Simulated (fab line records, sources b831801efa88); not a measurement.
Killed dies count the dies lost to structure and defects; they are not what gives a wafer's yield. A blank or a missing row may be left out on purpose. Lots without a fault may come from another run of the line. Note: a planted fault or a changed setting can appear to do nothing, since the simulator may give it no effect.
fab line records    flow sfq-line
record: lots: 6  wafers: 18  last-day: 87
route steps=325 shown M1@62 I1@73 M2@88 I2@103 M8@325
lots that met no fault: from a run of the same line without faults
start-h: start of the lot's first displayed wafer, in hours after the record's first day    wait-h: hours elapsed since this lot's preceding step    " identical to the entry in the row above    L1.1+2: a row that stands for several wafers    - no value present, or no start provided    * or withheld: withheld    < > ~ a bound
route shown NAME@n: a module of which the file shows steps, and the number in the route of the first    usual: mean and standard deviation over wafers with no fault    same: alike in all rows    chamber/n: place in a boat    sites: the reading at each site    _std_site: how widely they spread, as a standard deviation    _edge_site: outer sites' mean less inner sites'    radius-mm: for every site, how far away it sits from the centre of the wafer    mask NAME#n: copy n    behind: the tool/chamber that last shaped the wafer    hold: cause of the lot's hold/its duration in hours/its outcome    device: whichever transistor did not switch (one of n, p or np)    end of line: the route-end tests of the same wafers    a step without rows: its recipe alone    killed: dies lost to structure and defects at the first sort, not the wafer's yield    map: dies across one wafer; x = killed, . = not, _ = none there
set.NAME: the setting as run; set.NAME@STEP: as run at that earlier step    model.NAME: the simulator's own value behind a step, which no gauge read
a table for each step, a row for each wafer; lots at some steps of the route
services: the hour from which a tool's chamber was out of use, counted from the record's first day as start-h (under 0 if before that day), plus the number of hours and why
== steps ==
step: SFQ_TRILAYER_M1_LITHO_COAT_044
recipe: resist: BARC  spin-rpm: 3000  resist-thk-nm: 62
step: SFQ_TRILAYER_M1_LITHO_COAT_039
recipe: resist: KrF  spin-rpm: 3000  resist-thk-nm: 600
step: SFQ_TRILAYER_M1_LITHO_SOFTBAKE_043
recipe: temp-c: withheld  time-s: withheld  resist: KrF
step: SFQ_TRILAYER_M1_LITHO_EXPOSE_040
recipe: mask-id: M1  na: 0.6  source-shape: conventional  sigma-outer: 0.65  target-cd-nm: 500  dose-mj: 14.4
step: SFQ_TRILAYER_M1_LITHO_PEB_042
recipe: peb-temp-c: 115  peb-time-s: 60  resist: KrF
step: SFQ_TRILAYER_M1_LITHO_DEVELOP_041
recipe: time-s: 60  resist: KrF
step: SFQ_M1_OVL_MEAS_911
usual: M1_OVL: 0/5.8
lot.wafer  tool        chamber  start-h  wait-h  M1_OVL[nm]
L714.1     overlay-01  -        605.30   0.1     -7
L714.2     "           -        "        "       -2
L714.6     "           -        "        "       3
L715.2     overlay-01  -        617.31   0.1     6
L715.3     "           -        "        "       6
L715.5     "           -        "        "       5
L718.2     overlay-02  -        642.40   0.1     -1
L718.5     "           -        "        "       2
L718.6     "           -        "        "       0
L726.2     overlay-01  -        725.23   0.1     -2
L726.4     "           -        "        "       2
L726.5     "           -        "        "       0
L727.2     overlay-01  -        733.63   0.1     -1
L727.3     "           -        "        "       7
L727.6     "           -        "        "       0
L732.2     overlay-02  -        774.59   0.1     -2
L732.4     "           -        "        "       -2
L732.6     "           -        "        "       -1
step: SFQ_TRILAYER_M1_BARC_OPEN_METAL_ETCH_054
recipe: mask-material: PR  chemistry: O2  target-depth-nm: 125  target: BARC  icp-w: 600  bias-w: 80  pressure-mtorr: 10  time-s: 41.7
step: SFQ_TRILAYER_M1_ETCH_METAL_ETCH_042
recipe: target: Nb  stop-on: SiO2  mask-material: PR  chemistry: Cl2/Ar  target-depth-nm: 240  icp-w: 600  bias-w: 80  pressure-mtorr: 10  time-s: 120
step: SFQ_TRILAYER_M1_STRIP_STRIP_043
recipe: gas: O2  power-w: 200  platen-temp-c: 40  overash-fraction: 0.65  chemistry: O2  pressure-mtorr: 50
step: SFQ_TRILAYER_M1_STRIP_SOLV_CLEAN_044
recipe: chemistry: NMP  temp-c: 70  time-s: 600
step: SFQ_TRILAYER_I1_DEP_PECVD_045
recipe: material: SiO2  temp-c: 150  time-s: 111.11  pressure-torr: 2.4  rf-w: 183.3  precursor: SiH4/N2O  target-thk-nm: 500
step: SFQ_TRILAYER_I1_CMP_CMP_046
recipe: material: SiO2  down-force-psi: 3  platen-rpm: 60  pad-velocity-m-s: 0.94248
usual: motor-current-A: 10.2/1  platen-rpm: 60.00/0.039  time-to-endpoint-s: 213/7.1
lot.wafer  tool    chamber  start-h  wait-h  motor-current-A  platen-rpm  time-to-endpoint-s  model.SiO2_of_TRILAYER_I1_DEP_PECVD_045.thk-nm
L714.2     cmp-01  3        618.42   12.1    9.9              60.03       206                 199.5
L714.1     "       1        619.42   13.1    8.4              59.97       207                 200
L714.6     "       2        "        "       9.2              60.02       214                 200.1
L715.3     cmp-02  3        624.10   5.8     10.9             60.07       205                 198.9
L715.2     "       0        "        "       9.1              59.99       210                 200.1
L715.5     "       0        626.60   8.2     9.0              60.01       212                 199.8
L718.2     cmp-01  0        646.58   3.1     9.6              59.94       215                 199.8
L718.5     "       2        647.58   4.1     8.8              59.98       223                 200.1
L718.6     "       3        "        "       10.0             60.03       218                 199.1
L726.2     cmp-02  2        726.30   0.0     12.1             59.98       268                 300.6
L726.4     "       0        727.30   1.0     8.8              60.05       220                 201.2
L726.5     "       3        728.80   2.5     10.9             59.97       219                 201.2
L727.2     cmp-02  3        735.20   0.5     10.8             59.99       282                 306.4
L727.3     "       1        736.20   1.5     10.6             60.05       272                 302.9
L727.6     "       2        "        "       11.1             59.99       279                 304.3
L732.4     cmp-01  1        777.22   1.6     8.9              59.91       212                 200.1
L732.2     "       3        778.22   2.6     10.1             60.01       204                 201
L732.6     "       2        779.72   4.1     9.4              60.03       222                 201.9
step: SFQ_I1_BOW_MEAS_912
recipe: mode: bow
usual: I1_BOW: 3/8
lot.wafer  tool           chamber  start-h  wait-h  I1_BOW[um]
L714.1     film-metro-02  -        620.92   1.0     -1
L714.2     "              -        "        "       1
L714.6     "              -        "        "       -2
L715.2     film-metro-04  -        627.12   2.0     9
L715.3     "              -        "        "       -8
L715.5     "              -        "        "       3
L718.2     film-metro-04  -        648.60   1.5     -6
L718.5     "              -        "        "       -4
L718.6     "              -        "        "       12
L726.2     film-metro-01  -        729.32   2.5     -9
L726.4     "              -        "        "       -5
L726.5     "              -        "        "       8
L726.2     film-metro-01  -        730.64   1.3     -
L726.4     "              -        "        "       -
L726.5     "              -        "        "       -
L727.2     film-metro-01  -        737.72   2.0     18
L727.3     "              -        "        "       7
L727.6     "              -        "        "       11
L727.2     film-metro-01  -        739.04   1.3     -
L727.3     "              -        "        "       -
L727.6     "              -        "        "       -
L732.2     film-metro-02  -        780.24   1.5     7
L732.4     "              -        "        "       11
L732.6     "              -        "        "       22
step: SFQ_TRILAYER_I1_METRO_MEASURE_047
usual: thk-nm: 200.0/0.88
lot.wafer  tool           chamber  start-h  wait-h  thk-nm
L714.1     film-metro-02  -        621.04   0.1     200.2
L714.2     "              -        "        "       199.5
L714.6     "              -        "        "       200.0
L715.2     film-metro-04  -        627.42   0.3     200.2
L715.3     "              -        "        "       199.1
L715.5     "              -        "        "       200.0
L718.2     film-metro-04  -        648.90   0.3     199.7
L718.5     "              -        "        "       200.0
L718.6     "              -        "        "       199.1
L726.2     film-metro-01  -        734.86   4.2     300.6
L726.4     "              -        "        "       201.2
L726.5     "              -        "        "       201.0
L726.2     film-metro-01  -        736.23   1.2     300.5
L726.4     "              -        "        "       201.2
L726.5     "              -        "        "       201.2
L727.2     film-metro-01  -        740.85   1.8     306.4
L727.3     "              -        "        "       303.0
L727.6     "              -        "        "       304.5
L727.2     film-metro-01  -        742.21   1.2     306.3
L727.3     "              -        "        "       303.0
L727.6     "              -        "        "       304.5
L732.2     film-metro-02  -        780.54   0.3     201.0
L732.4     "              -        "        "       200.2
L732.6     "              -        "        "       201.9
step: SFQ_TRILAYER_I1_VIA_LITHO_COAT_054
recipe: resist: BARC  spin-rpm: 3000  resist-thk-nm: 62
step: SFQ_TRILAYER_I1_VIA_LITHO_COAT_049
recipe: resist: KrF  spin-rpm: 3000  resist-thk-nm: 650
step: SFQ_TRILAYER_I1_VIA_LITHO_SOFTBAKE_053
recipe: temp-c: withheld  time-s: withheld  resist: KrF
step: SFQ_TRILAYER_I1_VIA_LITHO_EXPOSE_050
recipe: mask-id: I1  na: 0.6  source-shape: conventional  sigma-outer: 0.65  target-cd-nm: 500  dose-mj: 21.3
step: SFQ_TRILAYER_I1_VIA_LITHO_PEB_052
recipe: peb-temp-c: 115  peb-time-s: 60  resist: KrF
step: SFQ_TRILAYER_I1_VIA_LITHO_DEVELOP_051
recipe: time-s: 60  resist: KrF
step: SFQ_I1_OVL_MEAS_913
usual: I1_OVL: 0/5.7
lot.wafer  tool        chamber  start-h  wait-h  I1_OVL[nm]
L714.1     overlay-01  -        625.84   0.1     -2
L714.2     "           -        "        "       2
L714.6     "           -        "        "       2
L715.2     overlay-01  -        769.79   0.1     1
L715.3     "           -        "        "       4
L715.5     "           -        "        "       0
L718.2     overlay-02  -        798.59   0.1     -2
L718.5     "           -        "        "       2
L718.6     "           -        "        "       0
L726.2     overlay-02  -        870.32   0.1     -8
L726.4     "           -        "        "       1
L726.5     "           -        "        "       0
L727.2     overlay-01  -        877.52   0.1     0
L727.3     "           -        "        "       3
L727.6     "           -        "        "       3
L732.2     overlay-01  -        920.97   0.1     2
L732.4     "           -        "        "       -1
L732.6     "           -        "        "       1
step: SFQ_TRILAYER_I1_VIA_BARC_OPEN_VIA_ETCH_071
recipe: mask-material: PR  chemistry: O2  target-depth-nm: 125  target: BARC  source-w: 500  bias-w: 80  pressure-mtorr: 30  time-s: 41.7
step: SFQ_TRILAYER_I1_VIA_ETCH_VIA_ETCH_052
recipe: target: SiO2  stop-on: Nb  mask-material: PR  taper-deg: 20  chemistry: CHF3  target-depth-nm: 260  source-w: 500  bias-w: 80  pressure-mtorr: 30  time-s: withheld
usual: drypump-motor-current-A: 5.5/0.49  oes-product-au: 0.854/0.005
lot.wafer  tool         chamber  start-h  wait-h  drypump-motor-current-A  oes-product-au  model.etch.depth-nm  model.I1.feature-depth-nm
L714.1     rie-diel-01  2        625.92   0.0     5.8                      0.859           200                  200
L714.2     "            1        "        "       5.0                      0.849           199.5                199.5
L714.6     "            1        "        "       5.0                      0.852           200.1                200.1
L715.2     rie-diel-04  1        769.86   0.0     4.9                      0.853           200.1                200.1
L715.3     "            2        "        "       5.1                      0.855           198.9                198.9
L715.5     "            2        "        "       5.2                      0.852           199.8                199.8
L718.2     rie-diel-02  3        798.66   0.0     5.7                      0.863           199.8                199.8
L718.5     "            3        "        "       5.7                      0.856           200.1                200.1
L718.6     "            2        "        "       6.3                      0.851           199.1                199.1
L726.2     rie-diel-01  1        870.39   0.0     5.0                      1.008           264.4                264.4
L726.4     "            0        "        "       5.4                      0.853           201.2                201.2
L726.5     "            2        "        "       5.8                      0.855           201.2                201.2
L727.2     rie-diel-02  0        877.59   0.0     6.0                      0.988           256.3                256.3
L727.3     "            2        "        "       6.3                      1.008           262.5                262.5
L727.6     "            2        "        "       6.3                      1.005           260.7                260.7
L732.2     rie-diel-04  2        921.04   0.0     5.2                      0.855           201                  201
L732.4     "            3        "        "       6.0                      0.851           200.1                200.1
L732.6     "            2        "        "       5.2                      0.863           201.9                201.9
step: SFQ_TRILAYER_I1_VIA_STRIP_STRIP_053
recipe: gas: O2  power-w: 200  platen-temp-c: 40  overash-fraction: 0.65  chemistry: O2  pressure-mtorr: 50
usual: drypump-motor-current-A: 5.6/0.35  oes-product-au: 1.002/0.0076
lot.wafer  tool          chamber  start-h  wait-h  drypump-motor-current-A  oes-product-au  rf-hours-counter-h
L714.1     rie-metal-03  1        626.03   -       4.8                      1.011           129
L714.2     "             0        "        "       6.2                      1.001           20
L714.6     "             1        "        "       4.8                      1.014           -
L715.2     rie-metal-02  1        769.97   -       5.8                      1.000           142
L715.3     "             0        "        "       5.6                      1.020           -
L715.5     "             0        "        "       5.6                      1.015           -
L718.2     rie-metal-04  0        798.77   -       5.6                      1.008           70
L718.5     "             1        "        "       5.7                      1.011           -
L718.6     "             0        "        "       5.6                      0.996           -
L726.2     rie-metal-04  0        870.70   -       5.6                      0.997           -
L726.4     "             0        "        "       5.5                      0.996           -
L726.5     "             0        "        "       5.6                      0.996           -
L727.2     rie-metal-04  0        877.90   -       5.6                      1.003           -
L727.3     "             0        "        "       5.6                      1.005           -
L727.6     "             0        "        "       5.6                      1.010           -
L732.2     rie-metal-02  0        921.35   -       5.6                      1.003           -
L732.4     "             0        "        "       5.6                      1.014           -
L732.6     "             0        "        "       5.6                      1.012           -
step: SFQ_TRILAYER_I1_VIA_STRIP_SOLV_CLEAN_054
recipe: chemistry: NMP  temp-c: 70  time-s: 600
step: SFQ_TRILAYER_M2_DEP_PRE_CLEAN_056
recipe: gas: Ar  time-s: 22.5  bias-v: 250
lot.wafer  tool            chamber  start-h  wait-h  model.SiO2_of_TRILAYER_I1_DEP_PECVD_045.thk-nm
L714.1     pvd-sputter-06  -        626.81   0.0     192.5
L714.2     "               -        "        "       192
L714.6     "               -        "        "       192.6
L715.2     pvd-sputter-06  -        770.75   0.0     192.6
L715.3     "               -        "        "       191.4
L715.5     "               -        "        "       192.3
L718.2     pvd-sputter-05  -        799.55   0.0     192.3
L718.5     "               -        "        "       192.6
L718.6     "               -        "        "       191.6
L726.2     pvd-sputter-05  -        871.89   0.0     293.1
L726.4+5   "               -        "        "       193.7
L727.2     pvd-sputter-06  -        879.07   0.0     298.9
L727.3     "               -        "        "       295.4
L727.6     "               -        "        "       296.8
L732.2     pvd-sputter-06  -        922.52   0.0     193.5
L732.4     "               -        "        "       192.6
L732.6     "               -        "        "       194.4
step: SFQ_TRILAYER_M2_DEP_SPUTTER_055
recipe: material: Nb  base-pressure-pa: 1.33e-06  chamber-pressure-pa: 0.1333  substrate-temp-c: 20  resputter-cathode-voltage-v: 400  target-thk-nm: 200  power-w: 2000  time-s: 133.3
usual: chamber-pressure-pa: 0.13328/0.00027  throttle-valve-pct: 30.0/0.92
lot.wafer  tool            chamber  start-h  wait-h  chamber-pressure-pa  throttle-valve-pct
L714.1     pvd-sputter-06  -        626.84   0.0     0.13355              27.9
L714.2     "               -        "        "       0.13342              30.2
L714.6     "               -        "        "       0.13376              28.1
L715.2     pvd-sputter-06  -        770.78   0.0     0.13305              29.8
L715.3     "               -        "        "       0.133                30.3
L715.5     "               -        "        "       0.13345              29.8
L718.2     pvd-sputter-05  -        799.58   0.0     0.13317              29.4
L718.5     "               -        "        "       0.1334               29.5
L718.6     "               -        "        "       0.13357              30.3
L726.2     pvd-sputter-05  -        871.92   0.0     0.13292              30.3
L726.4     "               -        "        "       0.13353              29.5
L726.5     "               -        "        "       0.13316              29.6
L727.2     pvd-sputter-06  -        879.10   0.0     0.13307              29.9
L727.3     "               -        "        "       0.1333               30.2
L727.6     "               -        "        "       0.13316              31.7
L732.2     pvd-sputter-06  -        922.55   0.0     0.13356              28.1
L732.4     "               -        "        "       0.13295              29.7
L732.6     "               -        "        "       0.13369              30.1
step: SFQ_M2_RS_MEAS_914
recipe: thk-meas-gauge: four-point-probe  reads: Nb_of_TRILAYER_M2_DEP_SPUTTER_055
usual: M2_NB_RS: 0.888/0.012
lot.wafer  tool           chamber  start-h  wait-h  M2_NB_RS[ohm/sq]
L714.1     film-metro-01  -        626.93   0.0     0.882
L714.2     "              -        "        "       0.889
L714.6     "              -        "        "       0.888
L715.2     film-metro-01  -        770.89   0.1     0.891
L715.3     "              -        "        "       0.911
L715.5     "              -        "        "       0.884
L718.2     film-metro-01  -        799.69   0.1     0.883
L718.5     "              -        "        "       0.889
L718.6     "              -        "        "       0.881
L726.2     film-metro-01  -        872.03   0.1     0.867
L726.4     "              -        "        "       0.875
L726.5     "              -        "        "       0.870
L727.2     film-metro-01  -        879.21   0.1     0.873
L727.3     "              -        "        "       0.895
L727.6     "              -        "        "       0.889
L732.2     film-metro-01  -        922.66   0.1     0.900
L732.4     "              -        "        "       0.919
L732.6     "              -        "        "       0.912
step: SFQ_TRILAYER_M2_LITHO_COAT_062
recipe: resist: BARC  spin-rpm: 3000  resist-thk-nm: 62
step: SFQ_TRILAYER_M2_LITHO_COAT_057
recipe: resist: KrF  spin-rpm: 3000  resist-thk-nm: 600
step: SFQ_TRILAYER_M2_LITHO_SOFTBAKE_061
recipe: temp-c: withheld  time-s: withheld  resist: KrF
step: SFQ_TRILAYER_M2_LITHO_EXPOSE_058
recipe: mask-id: M2  na: 0.6  source-shape: conventional  sigma-outer: 0.65  target-cd-nm: 500  dose-mj: 14.4
step: SFQ_TRILAYER_M2_LITHO_PEB_060
recipe: peb-temp-c: 115  peb-time-s: 60  resist: KrF
step: SFQ_TRILAYER_M2_LITHO_DEVELOP_059
recipe: time-s: 60  resist: KrF
step: SFQ_M2_OVL_MEAS_916
usual: M2_OVL: -2/5.6
lot.wafer  tool        chamber  start-h  wait-h  M2_OVL[nm]
L714.1     overlay-02  -        636.10   0.1     -11
L714.2     "           -        "        "       -15
L714.6     "           -        "        "       -9
L715.2     overlay-01  -        773.43   0.1     1
L715.3     "           -        "        "       10
L715.5     "           -        "        "       6
L718.2     overlay-01  -        802.10   0.1     -2
L718.5     "           -        "        "       0
L718.6     "           -        "        "       3
L726.2     overlay-02  -        874.44   0.1     -6
L726.4     "           -        "        "       1
L726.5     "           -        "        "       -5
L727.2     overlay-01  -        881.63   0.1     1
L727.3     "           -        "        "       3
L727.6     "           -        "        "       5
L732.2     overlay-02  -        925.08   0.1     0
L732.4     "           -        "        "       9
L732.6     "           -        "        "       3
step: SFQ_TRILAYER_M2_BARC_OPEN_METAL_ETCH_077
recipe: mask-material: PR  chemistry: O2  target-depth-nm: 125  target: BARC  icp-w: 600  bias-w: 80  pressure-mtorr: 10  time-s: 41.7
step: SFQ_TRILAYER_M2_ETCH_METAL_ETCH_060
recipe: target: Nb  stop-on: SiO2  mask-material: PR  chemistry: Cl2/Ar  target-depth-nm: 240  icp-w: 600  bias-w: 80  pressure-mtorr: 10  time-s: 120
usual: drypump-motor-current-A: 5.6/0.47  oes-product-au: 0.895/0.0081
lot.wafer  tool          chamber  start-h  wait-h  drypump-motor-current-A  oes-product-au  rf-hours-counter-h
L714.1     rie-metal-01  1        636.20   0.0     6.0                      0.905           77
L714.2     "             0        "        "       5.2                      0.894           60
L714.6     "             0        "        "       5.3                      0.893           -
L715.2     rie-metal-02  1        773.52   0.0     5.8                      0.891           142
L715.3     "             1        "        "       5.8                      0.884           -
L715.5     "             0        "        "       5.6                      0.893           -
L718.2     rie-metal-02  0        802.19   0.0     5.6                      0.890           74
L718.5     "             0        "        "       5.6                      0.897           -
L718.6     "             1        "        "       5.8                      0.891           -
L726.2     rie-metal-01  0        874.53   0.0     5.2                      0.905           92
L726.4     "             0        "        "       5.2                      0.909           -
L726.5     "             0        "        "       5.2                      0.901           -
L727.2     rie-metal-01  0        881.72   0.0     5.2                      0.907           94
L727.3     "             0        "        "       5.2                      0.891           -
L727.6     "             1        "        "       6.0                      0.894           -
L732.2     rie-metal-03  1        925.17   0.0     4.8                      0.897           14
L732.4     "             1        "        "       4.8                      0.872           -
L732.6     "             1        "        "       4.8                      0.882           -
step: SFQ_TRILAYER_M2_STRIP_STRIP_061
recipe: gas: O2  power-w: 200  platen-temp-c: 40  overash-fraction: 0.65  chemistry: O2  pressure-mtorr: 50
usual: drypump-motor-current-A: 5.6/0.47  oes-product-au: 1.001/0.0072
lot.wafer  tool          chamber  start-h  wait-h  drypump-motor-current-A  oes-product-au  rf-hours-counter-h
L714.1     rie-metal-01  1        636.33   0.1     6.0                      0.998           77
L714.2     "             0        "        "       5.2                      0.993           60
L714.6     "             0        "        "       5.2                      0.997           -
L715.2     rie-metal-02  1        773.64   0.1     5.8                      1.003           142
L715.3     "             1        "        "       5.8                      1.001           -
L715.5     "             0        "        "       5.6                      1.009           -
L718.2     rie-metal-02  0        802.32   0.1     5.6                      1.012           74
L718.5     "             0        "        "       5.6                      1.001           -
L718.6     "             1        "        "       5.8                      1.013           -
L726.2     rie-metal-01  0        874.66   0.1     5.2                      0.999           93
L726.4     "             0        "        "       5.2                      0.990           -
L726.5     "             0        "        "       5.2                      1.002           -
L727.2     rie-metal-01  0        881.84   0.1     5.2                      1.008           94
L727.3     "             0        "        "       5.2                      1.009           -
L727.6     "             1        "        "       5.9                      0.991           -
L732.2     rie-metal-03  1        925.29   0.1     4.8                      1.002           14
L732.4     "             1        "        "       4.8                      0.986           -
L732.6     "             1        "        "       4.8                      1.000           -
step: SFQ_TRILAYER_M2_STRIP_SOLV_CLEAN_062
recipe: chemistry: NMP  temp-c: 70  time-s: 600
step: SFQ_TRILAYER_I2_DEP_PECVD_063
recipe: material: SiO2  temp-c: 150  time-s: 111.11  pressure-torr: 2.4  rf-w: 183.3  precursor: SiH4/N2O  target-thk-nm: 500
usual: chamber-pressure-Torr: 2.400/0.0053  heater-power-w: 86/9.8  throttle-valve-pct: 24.8/1.4
lot.wafer  tool      chamber  start-h  wait-h  chamber-pressure-Torr  heater-power-w  throttle-valve-pct
L714.1     pecvd-02  2        637.10   0.0     2.400                  79              24.6
L714.2     "         1        "        "       2.402                  96              26.3
L714.6     "         2        "        "       2.403                  83              24.4
L715.2     pecvd-01  1        774.43   0.0     2.395                  96              23.9
L715.3     "         2        "        "       2.396                  75              26.4
L715.5     "         0        "        "       2.391                  73              25.2
L718.2     pecvd-02  0        803.09   0.0     2.398                  97              25.1
L718.5     "         1        "        "       2.407                  95              26.5
L718.6     "         2        "        "       2.399                  80              24.5
L726.2     pecvd-02  0        875.43   0.0     2.402                  89              25.3
L726.4     "         2        "        "       2.402                  67              24.8
L726.5     "         1        "        "       2.395                  88              26.7
L727.2     pecvd-01  1        882.63   0.0     2.403                  92              24.2
L727.3     "         0        "        "       2.410                  70              25.1
L727.6     "         2        "        "       2.391                  74              26.4
L732.2     pecvd-01  2        926.07   0.0     2.394                  89              26.9
L732.4     "         1        "        "       2.409                  102             24.1
L732.6     "         2        "        "       2.398                  88              26.7
step: SFQ_M8_BOW_MEAS_951
recipe: mode: bow
usual: M8_BOW: 9/8.9
lot.wafer  tool           chamber  start-h  wait-h  M8_BOW[um]  model.etest.i1.link-ohm
L714.1     film-metro-03  -        2013.84  0.0     3           1.958
L714.2     "              -        "        "       5           1.982
L714.6     "              -        "        "       2           1.961
L715.2     film-metro-04  -        2016.26  0.0     14          1.977
L715.3     "              -        "        "       -4          1.998
L715.5     "              -        "        "       6           1.964
L718.2     film-metro-04  -        2025.86  0.0     -8          1.956
L718.5     "              -        "        "       -5          1.968
L718.6     "              -        "        "       12          1.972
L726.2     film-metro-03  -        2054.86  0.0     2           1e+06
L726.4     "              -        "        "       6           1.95
L726.5     "              -        "        "       18          1.945
L727.2     film-metro-04  -        2057.26  0.0     20          1e+06
L727.3     "              -        "        "       9           1e+06
L727.6     "              -        "        "       13          1e+06
L732.2     film-metro-04  -        2076.27  0.0     14          1.963
L732.4     "              -        "        "       18          2.012
L732.6     "              -        "        "       29          1.987
== services ==
tool            chamber  start-h  hours  kind
cmp-01          -        610.14   1.8    repair
rie-metal-02    0        613.12   20.0   repair
pvd-sputter-05  -        636.08   0.6    repair
rie-metal-01    -        637.56   1.4    pm
pecvd-01        1        654.69   4.7    repair
film-metro-01   -        660.45   0.6    pm
cmp-02          -        672.31   1.1    repair
pecvd-01        -        673.27   1.2    repair
cmp-01          -        673.79   1.8    repair
pecvd-02        -        679.87   0.6    repair
pecvd-01        0        687.41   11.0   repair
film-metro-01   -        687.59   1.4    pm
rie-metal-02    -        698.30   4.0    repair
pvd-sputter-06  -        700.05   2.7    repair
rie-metal-02    1        705.03   4.9    repair
pvd-sputter-06  -        707.04   25.2   repair
rie-metal-01    -        725.69   1.1    repair
film-metro-01   -        806.44   3.0    pm
film-metro-01   -        836.88   3.5    pm
pvd-sputter-05  -        855.84   3.3    repair
pvd-sputter-05  -        904.01   1.7    repair
rie-metal-02    1        911.86   9.9    repair
rie-metal-01    -        912.48   0.6    repair
film-metro-01   -        916.38   2.6    pm
== key ==
first-sign: step: SFQ_TRILAYER_I1_CMP_CMP_046  reading: time-to-endpoint-s  direction: up  sigmas: 8.8  usual: *  struck: *
effect: step: SFQ_I1_BOW_MEAS_912  reading: visit  direction: added
effect: step: SFQ_TRILAYER_I1_METRO_MEASURE_047  reading: visit  direction: added
effect: step: SFQ_TRILAYER_I1_METRO_MEASURE_047  reading: thk-nm  direction: up  sigmas: 99+  usual: 200.0  struck: 303.6
effect: step: SFQ_TRILAYER_I1_VIA_ETCH_VIA_ETCH_052  reading: oes-product-au  direction: up  sigmas: 30  usual: 0.854  struck: 1.002
model-effect: step: SFQ_TRILAYER_I1_CMP_CMP_046  value: SiO2_of_TRILAYER_I1_DEP_PECVD_045.thk-nm  without: 200  struck: 303.5
model-effect: step: SFQ_TRILAYER_I1_VIA_ETCH_VIA_ETCH_052  value: etch.depth-nm  without: 200  struck: 261
model-effect: step: SFQ_TRILAYER_M2_DEP_PRE_CLEAN_056  value: SiO2_of_TRILAYER_I1_DEP_PECVD_045.thk-nm  without: 192.5  struck: 296
model-effect: step: SFQ_M8_BOW_MEAS_951  value: etest.i1.link-ohm  without: 1.965  struck: 1e+06
met-at SFQ_TRILAYER_I1_CMP_CMP_046
struck-wafers L726.2,L727.2,L727.3,L727.6
onset-between 624.10 726.30
fault: kind: process-parameter-drift  tool: cmp-02  chamber: -  onset-h: 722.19  steps: SFQ_TRILAYER_I1_CMP_CMP_046  channel: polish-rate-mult  offset: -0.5  shape: step  end-h: 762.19  scope: struck-wafers-only
